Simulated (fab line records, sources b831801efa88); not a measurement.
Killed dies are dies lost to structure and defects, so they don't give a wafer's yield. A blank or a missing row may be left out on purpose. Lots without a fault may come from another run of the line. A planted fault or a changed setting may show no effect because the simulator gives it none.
A struck lot beside a sound one | flow gf180mcu | 14 steps out of a route of 602
Sound: wafers L237.2, L237.3, L237.5. Struck: wafers L228.1, L228.3, L228.6. The cause comes at the end.
At each step with rows: each side's tool, then ch and its chambers, then its first start. Under that, the readings that differ: sound wafers | struck wafers | difference of the means | sigmas: that difference in standard deviations of wafers without a fault.
alike: readings whose means differ by less than 2 such deviations, and words and numbers that are the same on both sides. not compared: withheld readings, readings that some wafer has no value for, bounds like >300 that may hide the same value, and numbers for which the record gives no deviation and whose values overlap.
The two part at a step that has a row with sigmas, a row that says differs or no value, or rows on one side only. Numbers that don't overlap but have no deviation are shown without sigmas and don't part them. A reading that every wafer of one side lacks parts them only if that side has two wafers or more.

GF_PASSIVATION_CVD_00: deposits SiO2 from TEOS, target thk 1000 nm, time 113.6 s.
  sound on pecvd-04 ch 0,2, day 32 06:22; struck on pecvd-04 ch 0,1,2, day 29 18:46
  alike: heater_power_w
GF_PASSIVATION_THK_MEAS_01:
  sound on film_metro-02, day 32 06:29; struck on film_metro-03, day 29 18:50
  alike: PASSIVATION_CVD_00_THK
GF_PASSIVATION_CVD_02: deposits Si3N4, target thk 700 nm, time 486.18 s.
  sound on pecvd-03 ch 0,1,2, day 32 06:32; struck on pecvd-01 ch 1, day 29 18:54
  alike: heater_power_w
GF_PASSIVATION_THK_MEAS_03:
  sound on film_metro-04, day 32 06:50; struck on film_metro-04, day 29 19:46
  alike: PASSIVATION_CVD_02_THK
then, 7 steps without rows for these wafers: GF_PASSIVATION_DEHYDRATE_04 (time 60 s); GF_PASSIVATION_HMDS_05 (prime time 60 s); GF_PASSIVATION_COAT_06 (resist thk 4000 nm); GF_PASSIVATION_SOFTBAKE_07; GF_PASSIVATION_EXPOSE_08 (exposes mask Pad, target cd 40000 nm); GF_PASSIVATION_PEB_09; GF_PASSIVATION_DEVELOP_10 (develop time 60 s).
GF_PASSIVATION_ETCH_11: etches the open film in CF4/O2, stops on TiN, target depth 1800 nm, time 400 s.
  sound on rie_diel-04 ch 1,2,3, day 32 22:55; struck on rie_diel-01 ch 0,1, day 30 14:28
  reading                | sound             | struck            | difference | sigmas
  throttle_valve_pct (%) | 5.977 5.973 5.975 | 5.941 5.966 5.962 | -0.019     | -2
  alike: drypump_motor_current_A, oes_product_au
  not compared: rf_hours_counter_h
GF_PASSIVATION_STRIP_12: strips in O2/N2.
  sound on plasma_asher-01 ch 0,1, day 32 23:09; struck on plasma_asher-01 ch 0,1, day 30 14:43
  no value came back on the struck wafers for any of 5 readings (chamber_pressure_mTorr (mTorr), drypump_motor_current_A (A) and others); on the sound wafers chamber_pressure_mTorr (mTorr) reads 1501.2 1500.1 1501.6
  reading                                       | sound | struck         | difference | sigmas
  model.coat_of_PASSIVATION_COAT_06.thk_nm (nm) | 0 0 0 | 2775 2793 2798 | +2789      |
  not compared: rf_hours_counter_h
then, 1 step without rows for these wafers: GF_PASSIVATION_ANNEAL_13 (time 1800 s).

WHERE THEY PART
First at GF_PASSIVATION_ETCH_11; last, within this record, at GF_PASSIVATION_STRIP_12.

WHY: what the simulator had put in
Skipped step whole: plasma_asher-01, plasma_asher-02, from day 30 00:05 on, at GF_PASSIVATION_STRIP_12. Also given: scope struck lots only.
